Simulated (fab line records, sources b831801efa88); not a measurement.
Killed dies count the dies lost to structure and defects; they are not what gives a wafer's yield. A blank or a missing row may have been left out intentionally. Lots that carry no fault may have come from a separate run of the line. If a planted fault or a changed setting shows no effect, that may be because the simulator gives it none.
What tool caused it? -- flow gf180mcu -- Sampling: 14 lots, 42 wafers, 5 of 602 route steps

WHAT THE GAUGES READ, wafer by wafer
GF_CONTACT_THK_MEAS_03. Usual: CONTACT_CVD_02_THK typically reads 864 nm, with standard deviation 15.
lot,measured,on,CONTACT_CVD_02_THK (nm),flag
L315,day 15 23:46,filmMetro-01,872 878 882,
L318,day 17 01:31,filmMetro-03,270 288 288,OFF
L320,day 17 21:27,filmMetro-04,854 855 865,
L322,day 18 09:38,filmMetro-01,303 298 285,OFF
L326,day 19 18:35,filmMetro-01,852 867 878,
L328,day 20 12:27,filmMetro-03,838 856 858,
L329,day 20 20:18,filmMetro-04,890 863 882,
L330,day 21 05:14,filmMetro-04,840 837 862,
L331,day 21 13:47,filmMetro-03,883 878 870,
L332,day 21 20:16,filmMetro-04,835 861 865,
L333,day 22 05:02,filmMetro-01,848 861 890,
L334,day 22 12:43,filmMetro-01,844 865 879,
L335,day 23 00:46,filmMetro-01,841 831 842,
L336,day 23 04:29,filmMetro-04,870 865 890,

GF_CONTACT_BOW_MEAS_05. Usual: CONTACT_BOW typically reads 64 um, with standard deviation 6.7.
lot,measured,on,CONTACT_BOW (um),flag
L315,day 16 00:08,filmMetro-01,67 67 65,
L318,day 17 02:02,filmMetro-03,53 52 53,
L320,day 17 23:07,filmMetro-04,76 71 62,
L322,day 18 10:00,filmMetro-01,64 55 58,
L326,day 19 18:58,filmMetro-01,75 67 67,
L328,day 20 12:49,filmMetro-01,55 72 69,
L329,day 20 20:40,filmMetro-04,62 52 59,
L330,day 21 05:37,filmMetro-04,66 66 71,
L331,day 21 14:08,filmMetro-03,61 68 54,
L332,day 21 20:38,filmMetro-03,51 63 66,
L333,day 22 05:23,filmMetro-01,67 71 67,
L334,day 22 13:05,filmMetro-01,52 72 62,
L335,day 23 01:08,filmMetro-03,68 62 63,
L336,day 23 04:51,filmMetro-04,65 63 71,

EACH LOT AND THE TOOL THAT RAN IT (in order: tool; ch and the chambers of the sampled wafers; start)
lot,GF_PSD_RTA_13,GF_SAB_STRIP_13,GF_CONTACT_CVD_02
L315,"rtpAnneal-01 ch 0, day 15 00:16","plasmaAsher-02 ch 0,1, day 15 22:52","pecvd-01 ch 0,1, day 15 23:40"
L318,"rtpAnneal-02 ch 0, day 16 02:04","plasmaAsher-02 ch 0,1, day 17 00:37","pecvd-04 ch 0,1, day 17 01:25"
L320,"rtpAnneal-02 ch 0, day 16 20:39","plasmaAsher-04 ch 0, day 17 20:29","pecvd-02 ch 0,1,2, day 17 21:22"
L322,"rtpAnneal-02 ch 0, day 17 09:16","plasmaAsher-02 ch 0,1, day 18 08:41","pecvd-04 ch 0,1,2, day 18 09:33"
L326,"rtpAnneal-02 ch 0, day 18 16:37","plasmaAsher-02 ch 0,1, day 19 17:41","pecvd-02 ch 0,1,2, day 19 18:31"
L328,"rtpAnneal-01 ch 0, day 19 10:21","plasmaAsher-04 ch 0,1, day 20 11:32","pecvd-02 ch 0,2, day 20 12:22"
L329,"rtpAnneal-01 ch 0, day 19 18:51","plasmaAsher-04 ch 0,1, day 20 19:23","pecvd-04 ch 0,1,2, day 20 20:14"
L330,"rtpAnneal-01 ch 0, day 20 03:34","plasmaAsher-01 ch 0,1, day 21 04:20","pecvd-02 ch 1,2, day 21 05:10"
L331,"rtpAnneal-01 ch 0, day 20 12:04","plasmaAsher-01 ch 0,1, day 21 12:53","pecvd-04 ch 0,1,2, day 21 13:43"
L332,"rtpAnneal-01 ch 0, day 20 18:21","plasmaAsher-02 ch 0, day 21 19:21","pecvd-01 ch 0,2, day 21 20:11"
L333,"rtpAnneal-02 ch 0, day 21 04:14","plasmaAsher-04 ch 0,1, day 22 04:08","pecvd-04 ch 0,1,2, day 22 04:58"
L334,"rtpAnneal-02 ch 0, day 21 11:51","plasmaAsher-01 ch 0,1, day 22 11:40","pecvd-04 ch 1,2, day 22 12:37"
L335,"rtpAnneal-01 ch 0, day 21 23:54","plasmaAsher-02 ch 0,1, day 22 23:48","pecvd-02 ch 0,1, day 23 00:41"
L336,"rtpAnneal-01 ch 0, day 22 03:51","plasmaAsher-02 ch 0, day 23 03:23","pecvd-04 ch 1,2, day 23 04:22"
- GF_PSD_RTA_13: time 20 s.
- GF_SAB_STRIP_13: strips in O2/N2.
- GF_CONTACT_CVD_02: deposits SiO2 from TEOS, target thk 860 nm, time 95.992 s.

AS READ BY THE TOOLS THEMSELVES (means over the sampled wafers that have a number; for cases with no such wafer, the mark the record gives instead)
GF_PSD_RTA_13. Usual: lampPowerPct 38.6 %, standard deviation 0.74; wafer_temp_C_max 1029.3, standard deviation 0.91.
lot,tool,lampPowerPct (%),wafer_temp_C_max,flag
L315,rtpAnneal-01,39.1,1029.8,
L318,rtpAnneal-02,37.6,1030.8,
L320,rtpAnneal-02,37.5,1028.9,
L322,rtpAnneal-02,37.6,1028.9,
L326,rtpAnneal-02,37.6,1028.9,
L328,rtpAnneal-01,39.1,1028.2,
L329,rtpAnneal-01,39.1,1029.4,
L330,rtpAnneal-01,39.1,1029.2,
L331,rtpAnneal-01,39.1,1029.3,
L332,rtpAnneal-01,39.1,1028.8,
L333,rtpAnneal-02,37.5,1029.9,
L334,rtpAnneal-02,37.5,1028.8,
L335,rtpAnneal-01,39.1,1029.6,
L336,rtpAnneal-01,39.1,1027.7,

GF_SAB_STRIP_13. Usual: drypumpMotorCurrentA 6.0 A, standard deviation 0.47; heaterPowerW 314 W, standard deviation 32; o2FlowSccm 3000 sccm, standard deviation 10; oesProductAu 0.710 a.u., standard deviation 0.0041; stripTimeToEndpointS 12.62 s, standard deviation 0.04.
lot,tool,drypumpMotorCurrentA (A),heaterPowerW (W),o2FlowSccm (sccm),oesProductAu (a.u.),stripTimeToEndpointS (s),flag
L315,plasmaAsher-02,6.5,310,3010,0.706,12.56,
L318,plasmaAsher-02,6.4,335,2994,0.711,12.61,
L320,plasmaAsher-04,5.5,313,3006,0.709,12.63,
L322,plasmaAsher-02,6.4,332,2997,0.711,12.64,
L326,plasmaAsher-02,6.4,336,2997,0.710,12.69,
L328,plasmaAsher-04,5.5,297,3003,0.710,12.63,
L329,plasmaAsher-04,5.5,296,2988,0.710,12.63,
L330,plasmaAsher-01,5.6,337,3001,0.711,12.64,
L331,plasmaAsher-01,5.6,311,3003,0.708,12.61,
L332,plasmaAsher-02,6.3,354,3006,0.710,12.67,
L333,plasmaAsher-04,5.5,307,2997,0.712,12.68,
L334,plasmaAsher-01,5.6,310,2994,0.711,12.58,
L335,plasmaAsher-02,6.4,331,2987,0.708,12.59,
L336,plasmaAsher-02,6.3,354,2999,0.712,12.61,

GF_CONTACT_CVD_02. Usual: 659 W for heaterPowerW, sd 78.
lot,tool,heaterPowerW (W),flag
L315,pecvd-01,635,
L318,pecvd-04,660,
L320,pecvd-02,753,
L322,pecvd-04,687,
L326,pecvd-02,719,
L328,pecvd-02,718,
L329,pecvd-04,613,
L330,pecvd-02,751,
L331,pecvd-04,641,
L332,pecvd-01,638,
L333,pecvd-04,626,
L334,pecvd-04,634,
L335,pecvd-02,693,
L336,pecvd-04,672,

THE ANSWER, worked out from the rows above alone
Rule: take the mean of a lot's wafers that have a number; if it is more than 3 standard deviations from the usual mean, the lot is off. Also off: a lot with no number at a reading for which 4 or more lots have one. The other lots that the step has rows for count as sound. After the gauges, taken in route order, come the tools' own readings; for these a lot's mean is taken, as printed above. The first step at which some lot is off is used, and at that step the reading that is off furthest; a lot without a number counts as furthest.
Off: L318, L322, at GF_CONTACT_THK_MEAS_03 (CONTACT_CVD_02_THK).
If a tool, at a process step before that reading, ran all the lots that are off and no sound lot after the first of them, it fits. Gauges at GF_CONTACT_THK_MEAS_03: tried the same way as those tools. None of those tried fits.

WHAT WAS PUT IN BY THE SIMULATOR
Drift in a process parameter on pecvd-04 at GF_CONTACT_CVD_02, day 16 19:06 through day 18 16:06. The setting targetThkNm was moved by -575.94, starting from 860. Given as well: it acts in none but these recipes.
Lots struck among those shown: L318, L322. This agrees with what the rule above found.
